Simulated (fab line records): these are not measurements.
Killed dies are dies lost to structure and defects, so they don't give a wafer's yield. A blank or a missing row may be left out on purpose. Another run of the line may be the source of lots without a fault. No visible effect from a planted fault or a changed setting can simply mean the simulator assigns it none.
What tool caused it? | flow sky130 | 20 wafers from 7 lots sampled at 2 of the route's 708 steps

## WHAT THE GAUGES READ, wafer by wafer
SKY_VIA1_OVL_MEAS_13.
lot  | measured     | on         | VIA1_OVL (nm)
L577 | day 34 17:13 | overlay-02 | 6 7 12
L583 | day 37 02:57 | overlay-02 | -2 -1 -2
L584 | day 37 16:41 | overlay-02 | 2 2 -2
L587 | day 38 01:48 | overlay-02 | 0 -4
L592 | day 39 09:47 | overlay-02 | -3 -7 -3
L596 | day 40 14:38 | overlay-01 | -13 -13 -14
L598 | day 40 23:08 | overlay-02 | -5 -10 0

## WHAT TOOL EACH LOT RAN ON (gives the tool, then ch and the chambers of the sampled wafers, and finally the start)
lot  | SKY_METAL1_SPUTTER_04
L577 | pvd_sputter-01, day 32 09:50
L583 | pvd_sputter-04, day 34 19:49
L584 | pvd_sputter-01, day 35 10:21
L587 | pvd_sputter-01, day 35 20:26
L592 | pvd_sputter-04, day 37 06:07
L596 | pvd_sputter-01, day 38 10:50
L598 | pvd_sputter-01, day 38 21:02
- SKY_METAL1_SPUTTER_04: material TiN, target thk 70 nm, time 58.3 s.

## THE ANSWER, worked out from the rows above alone
Rule: what is usual is taken from the lots themselves. The widest of any qualifying gaps counts: lots, ordered by their means at a reading, are off when they make up no more than a third of the lots, leave a main group of 4 or more, and stand apart from it by 3 or more times the standard deviation of that group's means. The tables above print the reading to a certain number of digits; a main group whose means all agree to those digits is not used. A lot without any number at a reading at which 4 lots or more have one is off too. The other lots that the step has rows for count as sound.
None of the lots is off at any reading shown; this tells nothing.

## WHAT THE SIMULATOR HAD PUT IN
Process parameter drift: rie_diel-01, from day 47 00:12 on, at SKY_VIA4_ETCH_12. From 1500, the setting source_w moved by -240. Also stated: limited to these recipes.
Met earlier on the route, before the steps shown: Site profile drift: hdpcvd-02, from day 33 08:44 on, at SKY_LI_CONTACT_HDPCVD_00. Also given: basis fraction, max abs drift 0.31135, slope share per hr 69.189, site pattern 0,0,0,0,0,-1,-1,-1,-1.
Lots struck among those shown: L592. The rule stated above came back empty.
